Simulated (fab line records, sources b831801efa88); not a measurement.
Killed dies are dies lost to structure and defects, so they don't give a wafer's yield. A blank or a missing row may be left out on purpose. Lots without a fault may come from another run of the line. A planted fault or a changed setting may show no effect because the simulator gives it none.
A struck lot beside a sound one | flow gf180mcu | 43 steps out of a route of 602
Sound: wafers L317.2, L317.3, L317.4. Struck: wafer L326.5. (L326.1 of the same lot was not struck and is left out.) The cause comes at the end.
At each step with rows: each side's tool, then ch and its chambers, then its first start. Under that, the readings that differ: sound wafers | struck wafers | difference of the means | sigmas: that difference in standard deviations of wafers without a fault.
alike: readings whose means differ by less than 2 such deviations, and words and numbers that are the same on both sides. not compared: withheld readings, readings that some wafer has no value for, bounds like >300 that may hide the same value, and numbers for which the record gives no deviation and whose values overlap.
The two part at a step that has a row with sigmas, a row that says differs or no value, or rows on one side only. Numbers that don't overlap but have no deviation are shown without sigmas and don't part them. A reading that every wafer of one side lacks parts them only if that side has two wafers or more.

first, 1 step without rows for these wafers: GF_HV_LDD_IMPLANT_21.
GF_HV_LDD_STRIP_22: strips in O2/N2.
  sound on plasma_asher-04 ch 0,1, day 10 19:57; struck on plasma_asher-04 ch 1, day 13 20:10
  alike: drypump_motor_current_A, heater_power_w, n2_flow_sccm, oes_product_au, strip_time_to_endpoint_s
  not compared: rf_hours_counter_h
GF_HV_LDD_TW_MEAS_23:
  sound on film_metro-03, day 10 20:04; struck on film_metro-04, day 13 20:16
  alike: HV_LDD_2_TW
then, 7 steps without rows for these wafers: GF_HV_LDD_DEHYDRATE_24 (time 60 s); GF_HV_LDD_HMDS_25 (prime time 60 s); GF_HV_LDD_COAT_26 (resist thk 1000 nm); GF_HV_LDD_SOFTBAKE_27 (time 60 s); GF_HV_LDD_EXPOSE_28 (exposes mask Nplus HV AREA, target cd 400 nm); GF_HV_LDD_PEB_29; GF_HV_LDD_DEVELOP_30 (develop time 60 s).
GF_HV_LDD_CD_MEAS_31: target cd 400 nm.
  sound on cd_sem-01, day 11 14:32; struck on cd_sem-01, day 14 16:49
  alike: cd_nm
GF_HV_LDD_OVL_MEAS_32:
  sound on overlay-02, day 11 14:38; struck on overlay-02, day 14 16:56
  alike: HV_LDD_02_OVL
GF_HV_LDD_IMPLANT_33:
  sound on implanter-01 ch 0, day 11 14:41; struck on implanter-01 ch 0, day 14 16:58
then, 3 steps without rows for these wafers: GF_HV_LDD_IMPLANT_34; GF_HV_LDD_IMPLANT_35; GF_HV_LDD_IMPLANT_36.
GF_HV_LDD_STRIP_37: strips in O2/N2.
  sound on plasma_asher-03 ch 0,1, day 11 15:16; struck on plasma_asher-03 ch 0, day 14 17:34
  alike: drypump_motor_current_A, heater_power_w, n2_flow_sccm, oes_product_au, strip_time_to_endpoint_s
  not compared: rf_hours_counter_h
GF_HV_LDD_TW_MEAS_38:
  sound on film_metro-01, day 11 15:23; struck on film_metro-04, day 14 17:40
  reading     | sound          | struck | difference | sigmas
  HV_LDD_3_TW | 1476 1474 1472 | 1425   | -49        | -3
then, 7 steps without rows for these wafers: GF_HV_LDD_DEHYDRATE_39 (time 60 s); GF_HV_LDD_HMDS_40 (prime time 60 s); GF_HV_LDD_COAT_41 (resist thk 1000 nm); GF_HV_LDD_SOFTBAKE_42 (time 60 s); GF_HV_LDD_EXPOSE_43 (exposes mask Pplus HV AREA, target cd 400 nm); GF_HV_LDD_PEB_44; GF_HV_LDD_DEVELOP_45 (develop time 60 s).
GF_HV_LDD_CD_MEAS_46: target cd 400 nm.
  sound on cd_sem-02, day 12 10:08; struck on cd_sem-01, day 15 15:26
  reading    | sound             | struck | difference | sigmas
  cd_nm (nm) | 397.5 396.9 397.4 | 401.9  | +4.6       | +3
GF_HV_LDD_OVL_MEAS_47:
  sound on overlay-02, day 12 10:14; struck on overlay-01, day 15 15:33
  alike: HV_LDD_03_OVL
then, 1 step without rows for these wafers: GF_HV_LDD_IMPLANT_48.
GF_HV_LDD_STRIP_49: strips in O2/N2.
  sound on plasma_asher-03 ch 0,1, day 12 10:25; struck on plasma_asher-02 ch 0, day 15 15:44
  reading               | sound             | struck | difference | sigmas
  oes_product_au (a.u.) | 0.714 0.715 0.710 | 0.724  | +0.011     | +2
  alike: drypump_motor_current_A, heater_power_w, n2_flow_sccm, strip_time_to_endpoint_s
  not compared: rf_hours_counter_h
GF_HV_LDD_TW_MEAS_50:
  sound on film_metro-04, day 12 10:32; struck on film_metro-04, day 15 15:50
  alike: HV_LDD_4_TW
then, 1 step without rows for these wafers: GF_HV_LDD_CLEAN_51 (cleans in SC1/SC2, time 150 s).
GF_HV_LDD_RTA_52: time 10 s.
  sound on rtp_anneal-01 ch 0, day 12 10:38; struck on rtp_anneal-01 ch 0, day 15 15:57
  alike: lamp_power_pct, wafer_temp_C_max
GF_HV_LDD_RS_MEAS_53: measures by four-point-probe.
  sound on film_metro-01, day 12 10:43; struck on film_metro-01, day 15 16:01
  reading            | sound             | struck | difference | sigmas
  HV_LDD_RS (ohm/sq) | 418.6 418.5 418.6 | 420.5  | +1.9       | +2
then, 1 step without rows for these wafers: GF_HV_LDD_CVD_54 (deposits SiO2 from TEOS, target thk 10 nm, time 75 s).
GF_HV_LDD_THK_MEAS_55:
  sound on film_metro-04, day 12 11:51; struck on film_metro-03, day 15 17:10
  alike: HV_LDD_CVD_54_THK
then, 1 step without rows for these wafers: GF_HV_LDD_CVD_56 (deposits Si3N4 from DCS/NH3, target thk 90 nm, time 1543 s).
GF_HV_LDD_THK_MEAS_57:
  sound on film_metro-01, day 12 13:20; struck on film_metro-03, day 15 19:22
  alike: HV_LDD_CVD_56_THK
GF_HV_LDD_ETCHBACK_58: etches Si3N4 in CH3F/O2, stops on SiO2, time 100 s, target depth 90 nm.
  sound on rie_diel-04 ch 0,2,3, day 12 13:23; struck on rie_diel-03 ch 1, day 15 19:25
  reading                | sound                | struck | difference | sigmas
  throttle_valve_pct (%) | 10.575 10.576 10.561 | 10.552 | -0.019     | -2
  alike: drypump_motor_current_A, oes_product_au
  not compared: rf_hours_counter_h
then, 4 steps without rows for these wafers: GF_NSD_DEHYDRATE_00 (time 60 s); GF_NSD_HMDS_01 (prime time 60 s); GF_NSD_COAT_02 (resist thk 1000 nm); GF_NSD_SOFTBAKE_03 (time 60 s).
-- the record jumps here: 16 days lie between the struck wafers' starts before and after (it left off in module NSD and takes up again in module PASSIVATION, whose first step shown is number 602 of the route) --
GF_PASSIVATION_PROBE_99:
  sound on prober-01, day 29 03:56; struck on prober-02, day 31 23:58
  reading                                        | sound                | struck | difference | sigmas
  model.etest.nldd_6p0.line_ohm_um               | 4634 4584 4692       | 5019   | +382       |
  model.etest.nldd_6p0.rs_ohm_sq                 | 1388 1402 1398       | 1472   | +76        |
  model.etest.nldd_6p0.rs_ohm_sq_range           | 24.98 28.92 35.03    | 125.8  | +96.2      |
  model.etest.nldd_6p0.rs_ohm_sq_rim_less_centre | -2.924 -4.642 -2.699 | -74.8  | -71.4      |

WHERE THEY PART
First at GF_HV_LDD_TW_MEAS_38; last, within this record, at GF_HV_LDD_ETCHBACK_58.

WHY: what the simulator had put in
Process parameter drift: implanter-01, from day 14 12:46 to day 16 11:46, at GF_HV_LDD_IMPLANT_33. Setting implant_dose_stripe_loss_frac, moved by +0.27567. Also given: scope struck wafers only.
